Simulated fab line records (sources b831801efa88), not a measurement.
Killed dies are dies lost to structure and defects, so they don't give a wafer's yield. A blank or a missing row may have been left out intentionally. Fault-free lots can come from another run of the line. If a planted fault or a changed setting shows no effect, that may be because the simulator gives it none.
What tool caused it?    flow gf180mcu    14 lots, 42 wafers sampled, at 4 steps of a route of 602

== WHAT THE GAUGES SHOWED, per wafer ==
GF_STI_THK_MEAS_22. Usual: STI_OXIDATION_01_THK 15.09 nm, standard deviation 0.26.
lot   measured     on             STI_OXIDATION_01_THK (nm)  flag
L879  day 2 09:38  film metro-03  15.13 14.90 15.25          
L880  day 2 15:44  film metro-04  15.23 15.23 15.27          
L881  day 2 18:52  film metro-03  14.51 14.95 14.53          
L883  day 3 06:01  film metro-03  15.13 15.18 15.06          
L884  day 3 10:43  film metro-04  15.10 15.27 15.25          
L885  day 3 15:44  film metro-03  15.10 15.00 15.19          
L886  day 3 21:13  film metro-04  14.97 15.06 15.06          
L891  day 4 22:03  film metro-04  15.18 15.15 15.12          
L892  day 5 02:59  film metro-03  15.34 15.10 15.15          
L893  day 5 08:41  film metro-01  15.13 15.19 15.33          
L896  day 6 05:26  film metro-03  14.96 14.87 14.92          
L898  day 6 12:21  film metro-04  15.08 15.23 15.02          
L900  day 7 02:56  film metro-03  15.34 15.37 15.29          
L901  day 7 03:39  film metro-01  14.80 14.85 14.81          

GF_PSD_RS_MEAS_14: the measuring method here is four-point-probe. Usual: NSD_RS 46.18 ohm/sq, standard deviation 0.091.
lot   measured      on             NSD_RS (ohm/sq)    flag
L879  day 14 15:26  film metro-04  46.04 46.11 46.25  
L880  day 14 23:14  film metro-03  46.17 46.14 46.21  
L881  day 15 07:04  film metro-04  46.26 46.14 46.23  
L883  day 15 23:25  film metro-03  46.05 46.13 46.17  
L884  day 16 09:10  film metro-04  46.22 46.29 46.30  
L885  day 16 18:51  film metro-03  46.12 46.32 46.29  
L886  day 17 02:31  film metro-03  46.18 46.20 46.18  
L891  day 18 15:47  film metro-04  47.07 46.97 47.14  OFF
L892  day 19 04:46  film metro-04  47.10 47.16 47.20  OFF
L893  day 19 12:58  film metro-02  47.09 47.04 46.99  OFF
L896  day 21 12:04  film metro-02  46.16 46.15 46.21  
L898  day 21 16:10  film metro-02  46.17 46.27 46.11  
L900  day 22 09:56  film metro-03  46.12 46.13 46.09  
L901  day 22 13:38  film metro-02  46.03 46.10 46.21  

GF_M1_OVL_MEAS_15. Usual: M1_OVL -1 nm, standard deviation 5.
lot   measured      on          M1_OVL (nm)  flag
L879  day 17 13:44  overlay-02  1 2 -5       
L880  day 17 22:10  overlay-01  -1 -1 4      
L881  day 18 05:46  overlay-02  -4 1 -4      
L883  day 19 00:25  overlay-01  -2 -5 2      
L884  day 19 10:07  overlay-02  -2 0 -1      
L885  day 19 22:56  overlay-02  -5 -5 -4     
L886  day 20 05:23  overlay-01  -1 -3 3      
L891  day 21 19:26  overlay-01  2 0 2        
L892  day 22 08:47  overlay-02  -1 -5 4      
L893  day 22 16:14  overlay-02  -9 -14 -8    
L896  day 24 12:50  overlay-01  -6 -7 3      
L898  day 24 16:37  overlay-02  -2 4 -7      
L900  day 25 10:04  overlay-01  1 2 5        
L901  day 25 13:16  overlay-02  0 2 -2       

== TOOL THAT RAN EACH LOT (tool first, then ch and the chambers of the sampled wafers, then the start) ==
lot   GF_NSD_IMPLANT_10
L879  implanter-02 ch 0, day 13 17:57
L880  implanter-03 ch 0, day 14 01:16
L881  implanter-03 ch 0, day 14 09:08
L883  implanter-04 ch 0, day 15 00:52
L884  implanter-03 ch 0, day 15 10:17
L885  implanter-03 ch 0, day 15 19:30
L886  implanter-02 ch 0, day 16 02:57
L891  implanter-02 ch 0, day 17 15:07
L892  implanter-02 ch 0, day 18 04:18
L893  implanter-02 ch 0, day 18 11:47
L896  implanter-04 ch 0, day 20 11:01
L898  implanter-04 ch 0, day 20 15:30
L900  implanter-02 ch 0, day 21 09:53
L901  implanter-03 ch 0, day 21 12:41
- GF_NSD_IMPLANT_10

== WHAT THE TOOLS THEMSELVES READ (means of the sampled wafers that have a number; where no wafer has one, the mark that the record gives instead) ==
GF_NSD_IMPLANT_10. Usual: dose ions cm2 5e+14, standard deviation 5.3e+11; end station pressure torr 7.3e-06 Torr, standard deviation 4.1e-07; faraday current uA 2793, standard deviation 55.
lot   tool          dose ions cm2  end station pressure torr (Torr)  faraday current uA  flag
L879  implanter-02  5e+14          7.6e-06                           2766                
L880  implanter-03  5e+14          6.8e-06                           2725                
L881  implanter-03  5e+14          7.6e-06                           2822                
L883  implanter-04  5e+14          7.0e-06                           2755                
L884  implanter-03  5e+14          7.1e-06                           2781                
L885  implanter-03  5e+14          7.2e-06                           2849                
L886  implanter-02  5e+14          7.5e-06                           2836                
L891  implanter-02  4e+14          7.2e-06                           2412                OFF
L892  implanter-02  4e+14          6.9e-06                           2404                OFF
L893  implanter-02  4e+14          6.9e-06                           2383                OFF
L896  implanter-04  5e+14          7.5e-06                           2776                
L898  implanter-04  5e+14          7.5e-06                           2764                
L900  implanter-02  5e+14          7.7e-06                           2762                
L901  implanter-03  5e+14          7.5e-06                           2753                

== THE ANSWER, worked out from the rows above alone ==
Rule: take the mean of a lot's wafers that have a number; if it is more than 3 standard deviations from the usual mean, the lot is off. Also off: a lot with no number at a reading for which 4 or more lots have one. Where the step has rows for the other lots, those lots are counted as sound. After the gauges, taken in route order, come the tools' own readings; for these a lot's mean is taken, as printed above. At the first step where some lot is off, the reading lying furthest off is the one used; lots without a number count as furthest.
Off: L891, L892, L893, seen at GF_PSD_RS_MEAS_14 (NSD_RS).
If a tool, at a process step before that reading, ran all the lots that are off and no sound lot after the first of them, it fits. Not tried: the gauges at GF_PSD_RS_MEAS_14; whatever is off there is also off at GF_NSD_IMPLANT_10, on other tools, and gauge error can't account for it. Not one of the candidates tried fits.

== WHAT HAD BEEN PUT IN BY THE SIMULATOR ==
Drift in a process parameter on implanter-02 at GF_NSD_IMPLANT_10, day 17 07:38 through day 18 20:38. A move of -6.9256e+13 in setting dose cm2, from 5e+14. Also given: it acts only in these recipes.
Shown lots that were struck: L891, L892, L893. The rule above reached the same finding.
